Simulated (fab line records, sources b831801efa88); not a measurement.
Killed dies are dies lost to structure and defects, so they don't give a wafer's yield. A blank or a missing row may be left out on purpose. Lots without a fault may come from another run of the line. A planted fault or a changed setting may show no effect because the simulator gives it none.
Tool commonality check | flow sky130 | 9 lots, 27 wafers sampled

WHY IT WAS OPENED
At SKY_SPACER_THK_MEAS_01 the reading SPACER_CVD_00_THK is flagged on 1 of 9 lots. Wafers without a fault read 42.6 nm, standard deviation 0.44.
Rule: a lot is flagged when every wafer of it that has a number lies more than 4 standard deviations from that mean, or none has a number. The other lots count as sound.

lot  | measured     | on            | SPACER_CVD_00_THK (nm), wafer by wafer | flag
L421 | day 22 20:07 | film_metro-03 | 42.2 42.9 42.2                         |
L422 | day 23 04:08 | film_metro-02 | 42.3 42.3 42.2                         |
L423 | day 23 14:50 | film_metro-02 | 42.2 42.7 42.7                         |
L424 | day 24 02:57 | film_metro-02 | 42.2 42.2 42.2                         |
L431 | day 26 17:22 | film_metro-03 | 31.6 31.6 31.8                         | FLAGGED
L440 | day 29 20:13 | film_metro-04 | 42.8 42.6 42.8                         |
L441 | day 29 23:50 | film_metro-02 | 43.1 43.1 43.0                         |
L443 | day 31 10:07 | film_metro-02 | 42.3 41.7 42.0                         |
L444 | day 31 10:08 | film_metro-03 | 42.0 42.7 42.1                         |
The numbers of the flagged lots are 31.7 nm on average: -10.9 nm against the usual, or -25 standard deviations.

WHICH TOOL RAN EACH LOT
The record holds 3 process steps before the reading, out of a route of 708 steps. In each cell: the tool, then ch and the chambers that the sampled wafers went through, then the start.
lot  | flag    | SKY_LDD_HVP_STRIP_09                 | SKY_LDD_LDN_STRIP_12                 | SKY_SPACER_CVD_00
L421 |         | plasma_asher-03 ch 0,1, day 21 11:49 | plasma_asher-01 ch 0,1, day 22 18:43 | lpcvd-02 ch 1, day 22 18:55
L422 |         | plasma_asher-03 ch 0,1, day 21 20:37 | plasma_asher-03 ch 0,1, day 23 02:43 | lpcvd-02 ch 0, day 23 02:56
L423 |         | plasma_asher-03 ch 0,1, day 22 07:37 | plasma_asher-04 ch 0,1, day 23 13:25 | lpcvd-02 ch 1, day 23 13:37
L424 |         | plasma_asher-03 ch 1, day 22 18:21   | plasma_asher-01 ch 0,1, day 24 00:34 | lpcvd-02 ch 1, day 24 01:44
L431 | FLAGGED | plasma_asher-01 ch 0,1, day 25 07:55 | plasma_asher-01 ch 1, day 26 13:49   | lpcvd-02 ch 1, day 26 15:33
L440 |         | plasma_asher-02 ch 0,1, day 28 13:30 | plasma_asher-04 ch 0,1, day 29 18:49 | lpcvd-02 ch 0, day 29 19:01
L441 |         | plasma_asher-02 ch 0,1, day 28 17:42 | plasma_asher-04 ch 0,1, day 29 22:19 | lpcvd-02 ch 0, day 29 22:38
L443 |         | plasma_asher-01 ch 0,1, day 30 02:31 | plasma_asher-03 ch 0,1, day 31 06:58 | lpcvd-02 ch 1, day 31 08:55
L444 |         | plasma_asher-03 ch 0,1, day 30 02:50 | plasma_asher-01 ch 0,1, day 31 07:03 | lpcvd-02 ch 1, day 31 08:55
What these steps do:
- SKY_LDD_HVP_STRIP_09: strips in O2/N2.
- SKY_LDD_LDN_STRIP_12: strips in O2/N2.
- SKY_SPACER_CVD_00: deposits Si3N4 from DCS/NH3, target thk 43.1 nm, time 740 s.
- SKY_SPACER_THK_MEAS_01

FLAGGED OVER TOTAL, TOOL BY TOOL (the gauges that took the reading come last)
step                   | tool            | lots run | flagged | share of the flagged lots | sound lots run after its first flagged lot
SKY_LDD_HVP_STRIP_09   | plasma_asher-01 | 2        | 1       | all                       | 1 (L443)
SKY_LDD_HVP_STRIP_09   | plasma_asher-02 | 2        | 0       | none                      | -
SKY_LDD_HVP_STRIP_09   | plasma_asher-03 | 5        | 0       | none                      | -
SKY_LDD_LDN_STRIP_12   | plasma_asher-01 | 4        | 1       | all                       | 1 (L444)
SKY_LDD_LDN_STRIP_12   | plasma_asher-03 | 2        | 0       | none                      | -
SKY_LDD_LDN_STRIP_12   | plasma_asher-04 | 3        | 0       | none                      | -
SKY_SPACER_CVD_00      | lpcvd-02        | 9        | 1       | all                       | 4 (L440,L441,L443,L444)
SKY_SPACER_THK_MEAS_01 | film_metro-02   | 5        | 0       | none                      | -
SKY_SPACER_THK_MEAS_01 | film_metro-03   | 3        | 1       | all                       | 1 (L444)
SKY_SPACER_THK_MEAS_01 | film_metro-04   | 1        | 0       | none                      | -

WHAT THE TABLE ALLOWS
4 rows of the table ran every flagged lot: plasma_asher-01 at SKY_LDD_HVP_STRIP_09, plasma_asher-01 at SKY_LDD_LDN_STRIP_12, lpcvd-02 at SKY_SPACER_CVD_00, film_metro-03 at SKY_SPACER_THK_MEAS_01.
- plasma_asher-01 at SKY_LDD_HVP_STRIP_09: 1 of its 2 lots flagged. Sound lots ran on it after the first flagged one (L443), which a lasting fault on the whole tool wouldn't allow.
- plasma_asher-01 at SKY_LDD_LDN_STRIP_12: 1 of its 4 lots flagged. Sound lots ran on it after the first flagged one (L444), which a lasting fault on the whole tool wouldn't allow.
- lpcvd-02 at SKY_SPACER_CVD_00: 1 of its 9 lots flagged. Sound lots ran on it after the first flagged one (L440, L441, L443, L444), which a lasting fault on the whole tool wouldn't allow. Its own readings lie more than 4 standard deviations out on every wafer of the flagged lots: spike_tc_bottom_C, spike_tc_centre_C, spike_tc_lower_C, spike_tc_top_C, spike_tc_upper_C, susceptor_temp_C.
- film_metro-03 at SKY_SPACER_THK_MEAS_01: 1 of its 3 lots flagged. Sound lots ran on it after the first flagged one (L444), which a lasting fault on the whole tool wouldn't allow.
No row of the table ran every flagged lot and no sound lot after the first.

WHAT THE SIMULATOR HAD PUT IN
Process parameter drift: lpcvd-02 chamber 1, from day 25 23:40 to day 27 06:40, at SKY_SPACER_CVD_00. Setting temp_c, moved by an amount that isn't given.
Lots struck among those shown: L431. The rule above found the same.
